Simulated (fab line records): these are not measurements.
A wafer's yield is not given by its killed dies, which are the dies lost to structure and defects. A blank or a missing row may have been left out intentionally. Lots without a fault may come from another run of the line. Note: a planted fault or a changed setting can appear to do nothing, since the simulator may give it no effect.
Comparing a struck lot with a sound one | flow sky130 | 32 out of 708 route steps
Sound: wafers L994.1, L994.2, L994.3. Struck: wafers L987.4, L987.5 (left out: L987.6, a lot-mate that was not struck); the cause follows at the end.
Each step with rows lists, per side, the tool, then ch with its chambers, then its first start. Under that, the readings that differ: sound wafers | struck wafers | difference of the means | sigmas: that difference in standard deviations of wafers without a fault.
alike: a reading whose means differ by less than 2 such deviations, as well as words and numbers matching on both sides. not compared: withheld readings; readings where some wafer has no value; bounds like >300 that might hide an equal value; numbers whose values overlap and for which the record gives no deviation.
The two part at a step that has a row with sigmas, a row that says differs or no value, or rows on one side only. Non-overlapping numbers with no deviation appear without sigmas and do not part them. A reading that every wafer of one side lacks parts them only if that side has two wafers or more.

first, 1 step without rows for these wafers: SKY_VIA1_ETCH_15 (etches SiO2 in C4F8/O2/Ar, stops on TiN, target depth 351 nm, time 54 s).
SKY_VIA1_STRIP_16: strips in O2/N2.
  sound on plasma_asher-02 ch 0,1, day 39 06:41; struck on plasma_asher-02 ch 1, day 37 03:33
  alike: drypump_motor_current_A, oes_product_au, strip_time_to_endpoint_s
  not compared: rf_hours_counter_h
then, 5 steps without rows for these wafers: SKY_VIA1_STRIP_17 (strips in post etch residue remover, time 1200 s); SKY_VIA1_CLEAN_18 (cleans in IPA, time 180 s); SKY_VIA1_CLEAN_19 (cleans in O3/DIW); SKY_VIA1_SPUTTER_20 (material TiN, target thk 20 nm, time 80 s); SKY_VIA1_CVD_21 (deposits W, target thk 270 nm, time 80.902 s).
SKY_VIA1_RS_MEAS_22: uses a four-point probe to measure.
  sound: film_metro-02 at day 39 07:26; struck: film_metro-03 at day 37 04:20
  alike: VIA1_W_RS
SKY_VIA1_THK_MEAS_23: measures by xrf.
  sound: film_metro-02 at day 39 07:34; struck: film_metro-03 at day 37 04:25
  alike: VIA1_W_THK
SKY_VIA1_CMP_24: polishes, stops on SiO2, t overpolish 15 s, target thk 0 nm.
  sound on cmp-02 ch 0,1,2, day 39 07:37; struck on cmp-02 ch 0,1, day 37 04:33
  alike: motor_current_A, overpolish_run_s, slurry_flow_ml_min, time_to_endpoint_s
SKY_METAL2_SPUTTER_00: material Ti, target thk 15 nm, time 10 s.
  sound: pvd_sputter-02 at day 39 07:55; struck: pvd_sputter-01 at day 37 04:45
  alike: throttle_valve_pct
then, 1 step without rows for these wafers: SKY_METAL2_SPUTTER_01 (material TiN, target thk 20 nm, time 16.7 s).
SKY_METAL2_SPUTTER_02: material AlCu, target thk 250 nm, time 13.3 s.
  sound: pvd_sputter-02 at day 39 07:58; struck: pvd_sputter-01 at day 37 04:47
  reading                                     | sound             | struck      | difference | sigmas
  model.AlCu_of_METAL2_SPUTTER_02.thk_nm (nm) | 248.8 249.8 248.6 | 381.2 382.7 | +132.9     |
  alike: throttle_valve_pct
then, 2 steps without rows for these wafers: SKY_METAL2_SPUTTER_03 (material Ti, target thk 5 nm, time 3.3 s); SKY_METAL2_SPUTTER_04 (material TiN, target thk 70 nm, time 58.3 s).
SKY_METAL2_RS_MEAS_05: uses a four-point probe to measure.
  sound: film_metro-01 at day 39 08:04; struck: film_metro-01 at day 37 04:57
  reading                 | sound                | struck        | difference | sigmas
  METAL2_ALCU_RS (ohm/sq) | 0.1273 0.1266 0.1270 | 0.0822 0.0819 | -0.0449    | -45
SKY_METAL2_THK_MEAS_06: measures by xrf.
  sound: film_metro-01 at day 39 08:11; struck: film_metro-01 at day 37 05:02
  reading              | sound             | struck      | difference | sigmas
  METAL2_ALCU_THK (nm) | 248.8 250.1 249.7 | 384.3 386.8 | +136.0     | +54
then, 8 steps without rows for these wafers: SKY_METAL2_DEHYDRATE_07 (time 60 s); SKY_METAL2_HMDS_08 (prime time 60 s); SKY_METAL2_COAT_09 (resist thk 60 nm); SKY_METAL2_COAT_10 (resist thk 450 nm); SKY_METAL2_SOFTBAKE_11 (time 90 s); SKY_METAL2_EXPOSE_12 (exposes mask MM2, target cd 140 nm); SKY_METAL2_PEB_13; SKY_METAL2_DEVELOP_14 (develop time 60 s).
SKY_METAL2_CD_MEAS_15 targets a cd of 140 nm.
  sound: cd_sem-01 at day 40 08:38; struck: cd_sem-01 at day 38 06:58
  alike: cd_nm
SKY_METAL2_OVL_MEAS_16:
  sound: overlay-01 at day 40 08:46; struck: overlay-02 at day 38 07:02
  alike: METAL2_OVL
SKY_METAL2_DESCUM_17: chemistry O2, time 8 s.
  sound on rie_metal-02 ch 0,1, day 40 08:48; struck on rie_metal-02 ch 0,1, day 38 07:04
  alike: drypump_motor_current_A, oes_product_au
  not compared: rf_hours_counter_h
SKY_METAL2_ETCH_18: etches BARC in N2/H2, stops on SiO2, time 45.9 s, target depth 60 nm.
  sound on rie_metal-02 ch 0,1, day 40 08:50; struck on rie_metal-02 ch 0,1, day 38 07:07
  alike: drypump_motor_current_A, oes_product_au, throttle_valve_pct
  not compared: rf_hours_counter_h
SKY_METAL2_METAL_ETCH_19: etches the open film in Cl2/BCl3, stops on SiO2, target depth 360 nm, time 78 s.
  sound on rie_metal-02 ch 0,1, day 40 08:53; struck on rie_metal-02 ch 0,1, day 38 07:11
  reading               | sound             | struck      | difference | sigmas
  oes_product_au (a.u.) | 0.854 0.858 0.859 | 1.001 1.017 | +0.152     | +28
  alike: drypump_motor_current_A, throttle_valve_pct
  not compared: rf_hours_counter_h
then, 1 step without rows for these wafers: SKY_METAL2_STRIP_20 (strips in O2/N2).
-- the record jumps here: 10 days lie between the struck wafers' starts before and after (it left off in module METAL2 and takes up again in module PAD_OPEN, whose first step shown is number 708 of the route) --
SKY_PAD_OPEN_PROBE_99:
  sound: prober-02 at day 49 16:49; struck: prober-01 at day 48 04:42
  reading                  | sound          | struck    | difference | sigmas
  defect_limited_yield (%) | 83.9 83.1 82.3 | 0.2 0.2   | -82.9      | -44
  killed_at_M0_to_M3       | 37 49 39       | 449 457   | +411       | +56
  killed_dies              | 79 83 87       | 491 491   | +408       | +43
  killed_on_rim            | 11 11 12       | 96 96     | +85        | +20
  sort_bin_5_function (%)  | 10.2 10.6 10.0 | 93.9 94.1 | +83.7      | +56
  sort_n_pass              | 413 409 405    | 1 1       | -408       | -43
  sort_yield_pct (%)       | 83.9 83.1 82.3 | 0.2 0.2   | -82.9      | -44
  alike: killed_at_M4_up, killed_at_contacts, killed_at_front_end, killed_at_other, killed_open, killed_short, sort_bin_3_pad_short, sort_bin_6_memory

== WHERE THEY PART ==
At SKY_METAL2_RS_MEAS_05 first; at SKY_PAD_OPEN_PROBE_99 last (within this record only).

WHY: the cause the simulator had injected
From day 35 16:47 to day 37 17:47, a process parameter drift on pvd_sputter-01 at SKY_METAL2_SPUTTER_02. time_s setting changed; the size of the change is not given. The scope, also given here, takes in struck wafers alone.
